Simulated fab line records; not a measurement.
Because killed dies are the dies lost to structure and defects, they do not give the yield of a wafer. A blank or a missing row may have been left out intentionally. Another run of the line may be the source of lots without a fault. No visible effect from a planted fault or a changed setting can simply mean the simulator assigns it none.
What tool caused it? ; flow gf180mcu ; at 1 step of a route of 602, 6 lots with 18 wafers sampled

WHAT THE GAUGES READ, wafer by wafer
GF_CONTACT_RS_MEAS_25: measures by four-point-probe.
lot;measured;on;CONTACT_W_RS (ohm/sq)
L751;day 17 05:43;film metro-01;0.383 0.378 0.382
L753;day 18 03:43;film metro-02;0.378 0.376 0.378
L765;day 22 12:26;film metro-04;0.383 0.376 0.377
L767;day 23 06:41;film metro-02;0.381 0.382 0.377
L769;day 23 18:52;film metro-01;0.381 0.378 0.381
L771;day 24 15:07;film metro-04;0.381 0.374 0.382

WHICH TOOL RAN EACH LOT (tool, then ch and the chambers of the sampled wafers, then the start)
Before these readings, the record contains no process step.

THE ANSWER, worked out from the rows above alone
Rule: the usual values come from the lots themselves. Put in order of their means at a reading, lots are off if they are a third of the lots or fewer, leave a main group of 4 or more, and stand apart from it by a gap of 3 or more times the standard deviation of the main group's means; of several such gaps the widest counts. The tables above print the reading to a certain number of digits; a main group whose means all agree to those digits is not used. A lot without any number at a reading at which 4 lots or more have one is off too. Where the step has rows for the other lots, those lots are counted as sound.
Across all readings shown, no lot is off: no conclusion can be drawn from this.

WHAT HAD BEEN PUT IN BY THE SIMULATOR
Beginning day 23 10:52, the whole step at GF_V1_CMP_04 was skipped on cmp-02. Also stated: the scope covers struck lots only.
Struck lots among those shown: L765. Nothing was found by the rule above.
